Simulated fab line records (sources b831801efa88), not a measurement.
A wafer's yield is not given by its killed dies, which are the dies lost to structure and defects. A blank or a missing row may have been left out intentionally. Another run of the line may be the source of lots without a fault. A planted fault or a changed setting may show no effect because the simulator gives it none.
Which of the tools did it? | flow gf180mcu | 6 lots, 18 wafers sampled, at 2 steps of a route of 602

## WHAT EACH GAUGE READ, for each wafer
GF_V5_THK_MEAS_01.
lot  | measured     | on            | V5_CVD_00_THK (nm)
L160 | day 26 19:24 | film_metro-04 | 295 299 299
L162 | day 27 17:22 | film_metro-01 | 300 299 302
L166 | day 28 20:22 | film_metro-04 | 302 291 292
L170 | day 29 21:56 | film_metro-04 | 294 293 297
L177 | day 31 21:35 | film_metro-04 | 304 304 299
L181 | day 32 20:23 | film_metro-02 | 300 296 299

## EACH LOT AND THE TOOL THAT RAN IT (in order: tool; ch and the chambers of the sampled wafers; start)
lot  | GF_V1_ETCH_17
L160 | rie_diel-04 ch 1,2, day 18 16:00
L162 | rie_diel-03 ch 0,1,3, day 19 16:00
L166 | rie_diel-02 ch 1,2,3, day 21 02:00
L170 | rie_diel-04 ch 0,1, day 22 12:00
L177 | rie_diel-04 ch 1,2,3, day 24 21:00
L181 | rie_diel-04 ch 1,2, day 26 02:00
- GF_V1_ETCH_17: etches SiO2 in C4F8/O2/Ar, stops on TiN, target depth 630 nm.

## THE ANSWER, worked out from the rows above alone
Rule: usual is defined by the lots themselves. Put in order of their means at a reading, lots are off if they are a third of the lots or fewer, leave a main group of 4 or more, and stand apart from it by a gap of 3 or more times the standard deviation of the main group's means; of several such gaps the widest counts. If all means in a main group match to the digits the tables above print for the reading, that group is not used. Also off: a lot with no number at a reading for which 4 or more lots have one. Any other lot the step has rows for is counted as sound.
Nothing can be told from this: no lot is off at any reading shown.

## WHAT WAS PUT IN BY THE SIMULATOR
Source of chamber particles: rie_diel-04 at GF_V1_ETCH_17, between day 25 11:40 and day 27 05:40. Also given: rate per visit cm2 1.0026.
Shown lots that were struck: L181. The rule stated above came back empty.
